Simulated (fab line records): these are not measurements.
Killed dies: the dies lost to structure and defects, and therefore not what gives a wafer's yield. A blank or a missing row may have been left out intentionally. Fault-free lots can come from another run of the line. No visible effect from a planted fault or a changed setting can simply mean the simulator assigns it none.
fab line records	flow sfq-line	part 1 of 2: steps 1 to 28 of 40
[record] lots = 5	wafers = 15	last-day = 86
route steps=325 shown JJ@188 M5@198 A5B@209 R5@212
lots untouched by any fault: they come from a run of this same line in which no faults occurred
start-h: start of the lot's first displayed wafer, in hours after the record's first day	wait-h: hours elapsed since this lot's preceding step	" the same as in the row above	L1.1+2: several wafers, shown together as one row	- no value present, or no start provided	* or withheld: withheld	< > ~ a bound
route shown NAME@n: NAME is a module with steps in the file, n the number in the route of the first one	usual: the fault-free wafers' mean and standard deviation	same: alike in all rows	chamber/n: place in a boat	sites: each site's reading	_std_site: standard deviation across them	_edge_site: the outer-site mean with the inner-site mean subtracted	radius-mm: for every site, how far away it sits from the centre of the wafer	mask NAME#n: copy n	behind: the tool/chamber that last shaped the wafer	hold: why the lot went on hold/how many hours it stayed there/how the hold came to an end	device: the transistor (n, p or np) that didn't switch	end of line: the same wafers' tests at the end of the route	a step with no rows: only its recipe	killed: dies that structure and defects cost at the first sort, which is not the same as the wafer's yield	map: a wafer's dies, x killed, . not, _ none there
set.NAME: setting as actually run; set.NAME@STEP: the setting as run at that earlier step	model.NAME: the simulator's own value behind a step, which no gauge read
a table for each step, a row for each wafer; lots at some steps of the route
services: the hour from which a tool's chamber was out of use, counted from the record's first day as start-h (under 0 if before that day), plus the number of hours and why
[[steps]]
[step SFQ_TRILAYER_JJ_CE_LITHO_EXPOSE_115]
[recipe] mask-id = J5	na = 0.6	source-shape = conventional	sigma-outer = 0.65	target-cd-nm = 700	dose-mj = 14.4
lot.wafer	tool	chamber	start-h	wait-h	mask
L074.3+4+5	krf-scanner-02	0	1015.96	-	J5#0
L076.2+3+5	krf-scanner-02	0	1021.68	-	J5#0
L079.2+5+6	krf-scanner-02	0	1073.61	-	J5#0
L090.1+4+6	krf-scanner-02	0	1455.15	-	J5#0
L092.1+3+5	krf-scanner-01	0	1482.87	-	J5#0
[step SFQ_TRILAYER_JJ_CE_LITHO_PEB_117]
[recipe] peb-temp-c = 115	peb-time-s = 60	resist = KrF
lot.wafer	tool	chamber	start-h	wait-h
L074.3+4+5	litho-track-03	0	1016.81	0.7
L076.2+3+5	litho-track-01	0	1022.71	0.8
L079.2+5+6	litho-track-01	0	1074.63	0.8
L090.1+4+6	litho-track-01	0	1456.35	1.0
L092.1+3+5	litho-track-02	0	1484.07	1.0
[step SFQ_TRILAYER_JJ_CE_LITHO_DEVELOP_116]
[recipe] time-s = 60	resist = KrF
lot.wafer	tool	chamber	start-h	wait-h
L074.3+4+5	litho-track-03	0	1016.96	0.1
L076.2+3+5	litho-track-01	0	1022.86	0.1
L079.2+5+6	litho-track-01	0	1074.78	0.1
L090.1+4+6	litho-track-01	0	1456.50	0.1
L092.1+3+5	litho-track-02	0	1484.22	0.1
[step SFQ_JJ_OVL_MEAS_931]
[usual] J5_OVL = 2/5.8
lot.wafer	tool	chamber	start-h	wait-h	J5_OVL[nm]
L074.3	overlay-01	-	1017.07	0.1	0
L074.4	"	-	"	"	9
L074.5	"	-	"	"	6
L076.2	overlay-02	-	1022.99	0.1	10
L076.3	"	-	"	"	2
L076.5	"	-	"	"	2
L079.2	overlay-02	-	1074.92	0.1	-7
L079.5	"	-	"	"	5
L079.6	"	-	"	"	-8
L090.1	overlay-01	-	1456.65	0.1	1
L090.4	"	-	"	"	-6
L090.6	"	-	"	"	-6
L092.1	overlay-02	-	1484.37	0.1	1
L092.3	"	-	"	"	1
L092.5	"	-	"	"	6
[step SFQ_TRILAYER_JJ_CE_METRO_MEASURE_117]
[usual] cd-nm = 700.0/1.4
lot.wafer	tool	chamber	start-h	wait-h	cd-nm
L074.3	cd-sem-01	-	1017.50	0.4	700.9
L074.4	"	-	"	"	699.1
L074.5	"	-	"	"	699.4
L076.2	cd-sem-01	-	1023.22	0.2	700.0
L076.3	"	-	"	"	699.4
L076.5	"	-	"	"	699.0
L079.2	cd-sem-02	-	1075.15	0.2	700.2
L079.5	"	-	"	"	698.3
L079.6	"	-	"	"	700.5
L090.1	cd-sem-01	-	1456.68	0.0	699.3
L090.4	"	-	"	"	699.2
L090.6	"	-	"	"	699.0
L092.1	cd-sem-01	-	1484.41	0.0	701.7
L092.3	"	-	"	"	702.3
L092.5	"	-	"	"	702.7
[step SFQ_TRILAYER_JJ_CE_BARC_OPEN_RIE_150]
[recipe] mask-material = PR	chemistry = O2	target-depth-nm = 240	target = BARC	icp-w = 600	bias-w = 80	pressure-mtorr = 10	time-s = 80
[usual] drypump-motor-current-A = 5.56/0.18	oes-product-au = 0.538/0.0047
lot.wafer	tool	chamber	start-h	wait-h	drypump-motor-current-A	oes-product-au	rf-hours-counter-h
L074.3	rie-metal-04	1	1018.33	0.6	5.55	0.535	-
L074.4	"	0	"	"	5.53	0.541	-
L074.5	"	1	"	"	5.58	0.534	-
L076.2	rie-metal-01	1	1024.22	0.8	5.63	0.536	22
L076.3	"	0	"	"	5.38	0.543	-
L076.5	"	1	"	"	5.61	0.540	-
L079.2	rie-metal-04	1	1076.15	0.8	5.57	0.534	45
L079.5	"	1	"	"	5.55	0.544	-
L079.6	"	0	"	"	5.57	0.539	-
L090.1	rie-metal-01	0	1457.88	1.0	5.36	0.539	120
L090.4	"	1	"	"	5.56	0.528	-
L090.6	"	0	"	"	5.36	0.530	-
L092.1	rie-metal-03	0	1485.61	1.0	5.20	0.539	129
L092.3	"	1	"	"	5.81	0.537	-
L092.5	"	0	"	"	5.24	0.539	-
[step SFQ_TRILAYER_JJ_CE_ETCH_RIE_118]
[recipe] target = Nb	stop-on = Al2O3	mask-material = PR	taper-deg = 13.257	over-etch-frac = 0.15	time-s = 97.7	chemistry = SF6	target-depth-nm = 170	icp-w = 600	bias-w = 80	pressure-mtorr = 10
[usual] drypump-motor-current-A = 5.56/0.18	oes-product-au = 0.990/0.0071
lot.wafer	tool	chamber	start-h	wait-h	drypump-motor-current-A	oes-product-au	rf-hours-counter-h
L074.3	rie-metal-04	1	1018.42	0.1	5.55	0.975	-
L074.4	"	0	"	"	5.57	0.993	-
L074.5	"	1	"	"	5.57	0.988	-
L076.2	rie-metal-01	1	1024.31	0.1	5.58	1.000	22
L076.3	"	0	"	"	5.41	0.980	-
L076.5	"	1	"	"	5.58	0.994	-
L079.2	rie-metal-04	1	1076.24	0.1	5.53	0.990	45
L079.5	"	1	"	"	5.53	0.991	-
L079.6	"	0	"	"	5.59	1.003	-
L090.1	rie-metal-01	0	1457.98	0.1	5.38	0.993	120
L090.4	"	1	"	"	5.59	0.990	-
L090.6	"	0	"	"	5.38	0.985	-
L092.1	rie-metal-03	0	1485.70	0.1	5.22	0.996	129
L092.3	"	1	"	"	5.81	0.995	-
L092.5	"	0	"	"	5.18	0.986	-
[step SFQ_TRILAYER_JJ_ANODIZE_ANODIZE_119]
[recipe] current-density-ma-cm2 = withheld	end-current-density-ma-cm2 = withheld	bath-temp-c = withheld
lot.wafer	tool	chamber	start-h	wait-h
L074.3+4+5	wet-bench-05	7,1,4	1018.49	0.0
L076.2+3+5	wet-bench-05	7,4,6	1024.42	0.1
L079.2+5+6	wet-bench-06	4,3,0	1076.34	0.1
L090.1+4+6	wet-bench-05	7,6,2	1458.08	0.1
L092.1+3+5	wet-bench-05	7,4,0	1485.81	0.1
[step SFQ_TRILAYER_JJ_CE_STRIP_STRIP_120]
[recipe] gas = O2	power-w = 200	platen-temp-c = 40	overash-fraction = 0.65	chemistry = O2	pressure-mtorr = 50
[usual] drypump-motor-current-A = 5.52/0.2	oes-product-au = 1.000/0.0094
lot.wafer	tool	chamber	start-h	wait-h	drypump-motor-current-A	oes-product-au	rf-hours-counter-h
L074.3	rie-metal-03	0	1019.19	0.2	5.14	1.015	-
L074.4	"	1	"	"	5.78	1.015	-
L074.5	"	1	"	"	5.80	1.002	-
L076.2	rie-metal-04	1	1024.92	0.0	5.58	0.978	39
L076.3	"	1	"	"	5.57	0.989	-
L076.5	"	1	"	"	5.55	0.992	-
L079.2	rie-metal-03	0	1076.84	0.0	5.16	1.011	78
L079.5	"	0	"	"	5.15	1.014	-
L079.6	"	1	"	"	5.80	1.002	-
L090.1	rie-metal-01	1	1459.08	0.0	5.58	0.995	78
L090.4	"	1	"	"	5.58	0.990	-
L090.6	"	0	"	"	5.38	0.985	-
L092.1	rie-metal-01	1	1486.81	0.0	5.61	0.980	80
L092.3	"	1	"	"	5.61	0.998	-
L092.5	"	1	"	"	5.60	0.993	-
[step SFQ_TRILAYER_JJ_CE_STRIP_SOLV_CLEAN_121]
[recipe] chemistry = NMP	temp-c = 70	time-s = 600
lot.wafer	tool	chamber	start-h	wait-h
L074.3+4+5	wet-bench-02	3,0,7	1019.59	0.2
L076.2+3+5	wet-bench-02	6,4,0	1025.52	0.4
L079.2+5+6	wet-bench-02	3,0,1	1077.44	0.4
L090.1+4+6	wet-bench-01	3,5,4	1459.68	0.4
L092.1+3+5	wet-bench-02	1,7,2	1487.41	0.4
[step SFQ_TRILAYER_M5_LITHO_COAT_128]
[recipe] resist = BARC	spin-rpm = 3000	resist-thk-nm = 62
lot.wafer	tool	chamber	start-h	wait-h
L074.3+4+5	litho-track-02	0	1019.88	0.1
L076.2+3+5	litho-track-04	0	1025.74	0.1
L079.2+5+6	litho-track-03	0	1077.67	0.1
L090.1+4+6	litho-track-02	0	1459.86	0.0
L092.1+3+5	litho-track-03	0	1487.58	0.0
[step SFQ_TRILAYER_M5_LITHO_COAT_123]
[recipe] resist = KrF	spin-rpm = 3000	resist-thk-nm = 600
lot.wafer	tool	chamber	start-h	wait-h
L074.3+4+5	litho-track-02	0	1020.18	0.2
L076.2+3+5	litho-track-04	0	1026.04	0.2
L079.2+5+6	litho-track-03	0	1077.97	0.2
L090.1+4+6	litho-track-02	0	1460.16	0.2
L092.1+3+5	litho-track-03	0	1487.88	0.2
[step SFQ_TRILAYER_M5_LITHO_SOFTBAKE_127]
[recipe] temp-c = withheld	time-s = withheld	resist = KrF
lot.wafer	tool	chamber	start-h	wait-h
L074.3+4+5	litho-track-02	0	1020.43	0.2
L076.2+3+5	litho-track-04	0	1026.32	0.2
L079.2+5+6	litho-track-03	0	1078.24	0.2
L090.1+4+6	litho-track-02	0	1460.46	0.2
L092.1+3+5	litho-track-03	0	1488.18	0.2
[step SFQ_TRILAYER_M5_LITHO_EXPOSE_124]
[recipe] mask-id = M5	na = 0.6	source-shape = conventional	sigma-outer = 0.65	target-cd-nm = 700	dose-mj = 14.4
lot.wafer	tool	chamber	start-h	wait-h	mask
L074.3+4+5	krf-scanner-02	0	1152.91	-	M5#0
L076.2+3+5	krf-scanner-02	0	1155.11	-	M5#0
L079.2+5+6	krf-scanner-02	0	1162.11	-	M5#0
L090.1+4+6	krf-scanner-01	0	1461.00	-	M5#0
L092.1+3+5	krf-scanner-02	0	1617.71	-	M5#0
[step SFQ_TRILAYER_M5_LITHO_PEB_126]
[recipe] peb-temp-c = 115	peb-time-s = 60	resist = KrF
lot.wafer	tool	chamber	start-h	wait-h
L074.3+4+5	litho-track-04	0	1153.76	0.7
L076.2+3+5	litho-track-03	0	1156.13	0.8
L079.2+5+6	litho-track-02	0	1163.13	0.8
L090.1+4+6	litho-track-02	0	1462.20	1.0
L092.1+3+5	litho-track-04	0	1618.91	1.0
[step SFQ_TRILAYER_M5_LITHO_DEVELOP_125]
[recipe] time-s = 60	resist = KrF
lot.wafer	tool	chamber	start-h	wait-h
L074.3+4+5	litho-track-04	0	1153.91	0.1
L076.2+3+5	litho-track-03	0	1156.28	0.1
L079.2+5+6	litho-track-02	0	1163.28	0.1
L090.1+4+6	litho-track-02	0	1462.35	0.1
L092.1+3+5	litho-track-04	0	1619.06	0.1
[step SFQ_M5_OVL_MEAS_932]
[usual] M5_OVL = -2/4.2
lot.wafer	tool	chamber	start-h	wait-h	M5_OVL[nm]
L074.3	overlay-02	-	1154.02	0.1	-1
L074.4	"	-	"	"	-12
L074.5	"	-	"	"	-6
L076.2	overlay-01	-	1156.41	0.1	-7
L076.3	"	-	"	"	-5
L076.5	"	-	"	"	-7
L079.2	overlay-01	-	1163.41	0.1	4
L079.5	"	-	"	"	0
L079.6	"	-	"	"	6
L090.1	overlay-02	-	1462.50	0.1	4
L090.4	"	-	"	"	3
L090.6	"	-	"	"	0
L092.1	overlay-01	-	1619.21	0.1	-2
L092.3	"	-	"	"	7
L092.5	"	-	"	"	-4
[step SFQ_TRILAYER_M5_BARC_OPEN_METAL_ETCH_161]
[recipe] mask-material = PR	chemistry = O2	target-depth-nm = 125	target = BARC	icp-w = 600	bias-w = 80	pressure-mtorr = 10	time-s = 41.7
[usual] drypump-motor-current-A = 5.50/0.26	oes-product-au = 0.685/0.005
lot.wafer	tool	chamber	start-h	wait-h	drypump-motor-current-A	oes-product-au	rf-hours-counter-h
L074.3	rie-metal-02	1	1154.06	0.0	5.81	0.680	-
L074.4	"	0	"	"	5.23	0.674	-
L074.5	"	0	"	"	5.24	0.690	-
L076.2	rie-metal-02	1	1156.44	0.0	5.81	0.690	30
L076.3	"	0	"	"	5.22	0.683	-
L076.5	"	0	"	"	5.20	0.691	-
L079.2	rie-metal-01	0	1163.44	0.0	5.42	0.684	82
L079.5	"	0	"	"	5.42	0.680	-
L079.6	"	1	"	"	5.54	0.681	-
L090.1	rie-metal-02	0	1462.53	0.0	5.21	0.685	90
L090.4	"	1	"	"	5.84	0.688	-
L090.6	"	1	"	"	5.82	0.688	-
L092.1	rie-metal-02	0	1619.25	0.0	5.21	0.685	107
L092.3	"	1	"	"	5.82	0.684	-
L092.5	"	0	"	"	5.22	0.687	-
[step SFQ_TRILAYER_M5_ETCH_METAL_ETCH_126]
[recipe] target = Nb	stop-on = SiO2	mask-material = PR	over-etch-frac = 0.15	time-s = 203.2	chemistry = Cl2/BCl3	target-depth-nm = 265	icp-w = 600	bias-w = 80	pressure-mtorr = 10
[usual] drypump-motor-current-A = 5.51/0.26	oes-product-au = 0.727/0.0069
lot.wafer	tool	chamber	start-h	wait-h	drypump-motor-current-A	oes-product-au	rf-hours-counter-h
L074.3	rie-metal-02	1	1154.17	0.1	5.82	0.736	-
L074.4	"	0	"	"	5.19	0.724	-
L074.5	"	0	"	"	5.21	0.726	-
L076.2	rie-metal-02	1	1156.50	0.0	5.81	0.724	30
L076.3	"	0	"	"	5.22	0.732	-
L076.5	"	0	"	"	5.23	0.723	-
L079.2	rie-metal-01	0	1163.50	0.0	5.42	0.727	82
L079.5	"	0	"	"	5.40	0.734	-
L079.6	"	1	"	"	5.58	0.722	-
L090.1	rie-metal-02	0	1462.59	0.0	5.21	0.736	90
L090.4	"	1	"	"	5.82	0.719	-
L090.6	"	1	"	"	5.81	0.732	-
L092.1	rie-metal-02	0	1619.30	0.0	5.23	0.730	107
L092.3	"	1	"	"	5.83	0.718	-
L092.5	"	0	"	"	5.23	0.729	-
[step SFQ_TRILAYER_M5_STRIP_STRIP_127]
[recipe] gas = O2	power-w = 200	platen-temp-c = 40	overash-fraction = 0.65	chemistry = O2	pressure-mtorr = 50
[usual] drypump-motor-current-A = 5.50/0.27	oes-product-au = 1.001/0.0081
lot.wafer	tool	chamber	start-h	wait-h	drypump-motor-current-A	oes-product-au	rf-hours-counter-h
L074.3	rie-metal-02	1	1154.50	0.3	5.84	0.996	-
L074.4	"	0	"	"	5.23	0.994	-
L074.5	"	0	"	"	5.23	1.000	-
L076.2	rie-metal-02	1	1156.70	0.1	5.84	0.994	30
L076.3	"	0	"	"	5.23	0.990	-
L076.5	"	0	"	"	5.22	0.989	-
L079.2	rie-metal-01	0	1163.70	0.1	5.42	0.990	83
L079.5	"	0	"	"	5.41	0.995	-
L079.6	"	1	"	"	5.56	0.998	-
L090.1	rie-metal-02	0	1462.79	0.1	5.22	1.003	91
L090.4	"	1	"	"	5.80	0.999	-
L090.6	"	1	"	"	5.81	1.000	-
L092.1	rie-metal-02	0	1619.50	0.1	5.21	0.997	107
L092.3	"	1	"	"	5.82	0.997	-
L092.5	"	0	"	"	5.22	0.998	-
[step SFQ_TRILAYER_M5_STRIP_SOLV_CLEAN_128]
[recipe] chemistry = NMP	temp-c = 70	time-s = 600
lot.wafer	tool	chamber	start-h	wait-h
L074.3+4+5	wet-bench-01	5,7,6	1154.90	0.2
L076.2+3+5	wet-bench-01	6,5,4	1157.30	0.4
L079.2+5+6	wet-bench-04	2,4,6	1164.30	0.4
L090.1+4+6	wet-bench-03	2,5,3	1463.39	0.4
L092.1+3+5	wet-bench-01	5,6,1	1620.10	0.4
[step SFQ_TRILAYER_A5B_DEP_PECVD_129]
[recipe] material = SiO2	temp-c = 150	time-s = 133.33	pressure-torr = 2.4	rf-w = 183.3	precursor = SiH4/N2O	target-thk-nm = 600
[usual] heater-power-w = 89/16	throttle-valve-pct = 24.1/1.1
lot.wafer	tool	chamber	start-h	wait-h	heater-power-w	throttle-valve-pct
L074.3	pecvd-01	1	1155.07	0.0	69	24.6
L074.4	"	2	"	"	83	23.5
L074.5	"	0	"	"	112	25.0
L076.2	pecvd-04	1	1157.47	0.0	101	23.4
L076.3	"	0	"	"	92	24.6
L076.5	"	1	"	"	106	23.5
L079.2	pecvd-03	1	1164.47	0.0	65	23.2
L079.5	"	1	"	"	69	23.6
L079.6	"	0	"	"	82	23.3
L090.1	pecvd-04	0	1463.56	0.0	84	25.8
L090.4	"	2	"	"	92	23.4
L090.6	"	0	"	"	88	25.5
L092.1	pecvd-01	1	1620.29	0.0	73	24.5
L092.3	"	2	"	"	77	23.8
L092.5	"	2	"	"	82	23.7
[step SFQ_TRILAYER_A5B_CMP_CMP_130]
[recipe] stop-on = Nb	down-force-psi = 3	platen-rpm = 60	target-thk-nm = 340.7
[usual] motor-current-A = 10.1/0.86	slurry-filter-dp-kPa = 13.51/0.13
lot.wafer	tool	chamber	start-h	wait-h	motor-current-A	slurry-filter-dp-kPa
L074.4	cmp-01	0	1174.77	19.6	9.0	13.63
L074.3	"	2	1175.77	20.6	10.6	13.47
L074.5	"	1	1177.27	22.1	11.0	13.39
L076.2	cmp-01	0	1177.77	20.2	9.2	13.53
L076.3	"	3	1179.27	21.7	10.6	13.39
L076.5	"	1	1180.27	22.7	10.1	13.58
L079.2	cmp-01	3	1191.27	26.7	10.6	13.32
L079.6	"	0	"	"	9.1	13.47
L079.5	"	1	"	"	11.1	13.48
L090.1	cmp-02	3	1463.65	0.0	12.0	13.70
L090.4	"	1	1464.65	1.0	10.0	13.43
L090.6	"	3	1465.65	2.0	11.8	13.32
L092.3	cmp-02	1	1620.90	0.6	10.2	13.43
L092.1	"	2	"	"	9.3	13.21
L092.5	"	2	1623.40	3.0	9.4	13.48
[step SFQ_TRILAYER_A5B_METRO_MEASURE_131]
[usual] thk-nm = 341/5.7
lot.wafer	tool	chamber	start-h	wait-h	thk-nm
L074.3	film-metro-04	-	1178.17	1.9	340
L074.4	"	-	"	"	347
L074.5	"	-	"	"	347
L076.2	film-metro-03	-	1180.97	2.7	345
L076.3	"	-	"	"	334
L076.5	"	-	"	"	344
L079.2	film-metro-04	-	1192.97	1.2	337
L079.5	"	-	"	"	350
L079.6	"	-	"	"	345
L090.1	film-metro-03	-	1466.65	2.5	350
L090.4	"	-	"	"	344
L090.6	"	-	"	"	348
L092.1	film-metro-04	-	1623.90	2.0	334
L092.3	"	-	"	"	344
L092.5	"	-	"	"	338
[step SFQ_TRILAYER_R5_DEP_SPUTTER_132]
[recipe] material = Ti	base-pressure-pa = 1.33e-06	target-thk-nm = 5	power-w = 2000	time-s = 5	chamber-pressure-pa = 0.4
[usual] throttle-valve-pct = 29.2/1.2
lot.wafer	tool	chamber	start-h	wait-h	throttle-valve-pct
L074.3	pvd-sputter-04	-	1178.97	0.6	27.5
L074.4	"	-	"	"	28.9
L074.5	"	-	"	"	28.8
L076.2	pvd-sputter-05	-	1181.97	0.8	28.3
L076.3	"	-	"	"	30.1
L076.5	"	-	"	"	30.2
L079.2	pvd-sputter-03	-	1193.97	0.8	32.2
L079.5	"	-	"	"	28.4
L079.6	"	-	"	"	29.3
L090.1	pvd-sputter-04	-	1467.85	1.0	29.3
L090.4	"	-	"	"	29.0
L090.6	"	-	"	"	27.4
L092.1	pvd-sputter-05	-	1625.10	1.0	29.9
L092.3	"	-	"	"	28.0
L092.5	"	-	"	"	28.2
[step SFQ_TRILAYER_R5_DEP_SPUTTER_133]
[recipe] material = MoNx	base-pressure-pa = 1.33e-06	target-thk-nm = 40	power-w = 1000	time-s = 66.7	chamber-pressure-pa = 0.4
[usual] throttle-valve-pct = 29.2/1.2
lot.wafer	tool	chamber	start-h	wait-h	throttle-valve-pct
L074.3	pvd-sputter-04	-	1178.99	0.0	27.3
L074.4	"	-	"	"	28.8
L074.5	"	-	"	"	28.7
L076.2	pvd-sputter-05	-	1181.99	0.0	28.6
L076.3	"	-	"	"	30.1
L076.5	"	-	"	"	30.4
L079.2	pvd-sputter-03	-	1193.99	0.0	32.0
L079.5	"	-	"	"	28.5
L079.6	"	-	"	"	29.3
L090.1	pvd-sputter-04	-	1467.87	0.0	28.7
L090.4	"	-	"	"	29.1
L090.6	"	-	"	"	27.4
L092.1	pvd-sputter-05	-	1625.12	0.0	30.1
L092.3	"	-	"	"	28.4
L092.5	"	-	"	"	28.2
[step SFQ_TRILAYER_R5_DEP_SPUTTER_134]
[recipe] material = Ti	base-pressure-pa = 1.33e-06	target-thk-nm = 5	power-w = 2000	time-s = 5	chamber-pressure-pa = 0.4
[usual] throttle-valve-pct = 29.2/1.2
lot.wafer	tool	chamber	start-h	wait-h	throttle-valve-pct
L074.3	pvd-sputter-04	-	1179.04	0.0	27.5
L074.4	"	-	"	"	28.9
L074.5	"	-	"	"	28.6
L076.2	pvd-sputter-05	-	1182.04	0.0	28.3
L076.3	"	-	"	"	30.1
L076.5	"	-	"	"	29.9
L079.2	pvd-sputter-03	-	1194.04	0.0	31.9
L079.5	"	-	"	"	28.6
L079.6	"	-	"	"	29.5
L090.1	pvd-sputter-04	-	1467.93	0.0	28.8
L090.4	"	-	"	"	29.1
L090.6	"	-	"	"	27.5
L092.1	pvd-sputter-05	-	1625.17	0.0	30.3
L092.3	"	-	"	"	28.1
L092.5	"	-	"	"	28.1
[step SFQ_R5_RS_MEAS_933]
[recipe] thk-meas-gauge = four-point-probe	reads = Ti_of_TRILAYER_R5_DEP_SPUTTER_134+MoNx_of_TRILAYER_R5_DEP_SPUTTER_133+Ti_of_TRILAYER_R5_DEP_SPUTTER_132
[usual] R5_MONX_RS = 7.02/0.085
lot.wafer	tool	chamber	start-h	wait-h	R5_MONX_RS[ohm/sq]
L074.3	film-metro-03	-	1179.10	0.0	6.99
L074.4	"	-	"	"	6.99
L074.5	"	-	"	"	7.06
L076.2	film-metro-04	-	1182.08	0.0	7.05
L076.3	"	-	"	"	7.04
L076.5	"	-	"	"	6.98
L079.2	film-metro-01	-	1194.08	0.0	6.99
L079.5	"	-	"	"	6.97
L079.6	"	-	"	"	7.04
L090.1	film-metro-04	-	1467.95	0.0	6.92
L090.4	"	-	"	"	6.93
L090.6	"	-	"	"	6.96
L092.1	film-metro-03	-	1625.19	0.0	6.96
L092.3	"	-	"	"	6.96
L092.5	"	-	"	"	6.94
